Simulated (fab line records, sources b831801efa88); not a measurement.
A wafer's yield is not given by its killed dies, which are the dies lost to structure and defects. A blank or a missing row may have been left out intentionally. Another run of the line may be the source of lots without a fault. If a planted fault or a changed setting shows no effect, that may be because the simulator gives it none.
Matching of chambers | flow sfq_line | SFQ_TRILAYER_I7_VIA_BARC_OPEN_VIA_ETCH_260 on rie_diel-02: 4 sister chambers
The step etches BARC in O2, target depth 125 nm, time 41.7 s. 14 wafers are shown with their chamber, then 7 later ones without.

## WAFERS PAIRED WITH THEIR CHAMBERS
wafer  | chamber | run_length_s (s) | oes_product_au (a.u.)
L409.1 | 2       | 70.5             | 0.691
L409.2 | 1       | 70.4             | 0.686
L409.6 | 3       | 70.0             | 0.689
L412.2 | 2       | 69.8             | 0.673
L412.5 | 3       | 70.2             | 0.679
L412.6 | 2       | 70.2             | 0.681
L416.2 | 1       | 70.7             | 0.683
L416.3 | 2       | 70.2             | 0.675
L416.4 | 2       | 68.5             | 0.698
L418.1 | 3       | 68.3             | 0.696
L418.2 | 2       | 69.8             | 0.675
L418.6 | 1       | 70.5             | 0.669
L424.1 | 1       | 70.8             | 0.686
L424.3 | 0       | 70.0             | 0.691

SIGNATURES, as means of the wafers listed above
reading        | chamber 0 | chamber 1 | chamber 2 | chamber 3 | scatter within a chamber
run_length_s   | 70.000    | 70.600    | 69.833    | 69.500    | 0.691
oes_product_au | 0.69100   | 0.68100   | 0.68217   | 0.68800   | 0.00928
Rule: for each reading, subtract the chamber's mean from the wafer's reading, divide by that reading's scatter and square the result; add these up over the readings and take the root, which gives the wafer's distance from the chamber. The wafer belongs to the nearest chamber; if the next one is less than 2 further off, it can't be placed. The scatter is the square root of a quotient: the sum, over the shown wafers, of each reading's squared deviation from its chamber's mean, divided by wafers minus chambers.

## WAFERS WHOSE CHAMBER IS MISSING
wafer  | run_length_s (s) | oes_product_au (a.u.)
L424.4 | 70.3             | 0.687
L429.2 | 70.0             | 0.684
L429.3 | 69.9             | 0.687
L429.5 | 69.9             | 0.685
L431.1 | 70.1             | 0.689
L431.2 | 70.6             | 0.686
L431.6 | 70.5             | 0.688

## WHICH CHAMBER EACH ONE RAN IN
wafer  | from the rows above               | in truth
L424.4 | can't be placed: 0 or 1 or 2 or 3 | 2
L429.2 | can't be placed: 2 or 0 or 3 or 1 | 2
L429.3 | can't be placed: 0 or 2 or 3 or 1 | 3
L429.5 | can't be placed: 2 or 0 or 3 or 1 | 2
L431.1 | can't be placed: 0 or 2 or 3 or 1 | 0
L431.2 | can't be placed: 1 or 0 or 2 or 3 | 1
L431.6 | can't be placed: 1 or 0 or 2 or 3 | 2
Correct placement for 0 of the 7. Can't be placed from these rows: 7 (the true chamber is among the candidates in 7). Placed wrongly: 0.
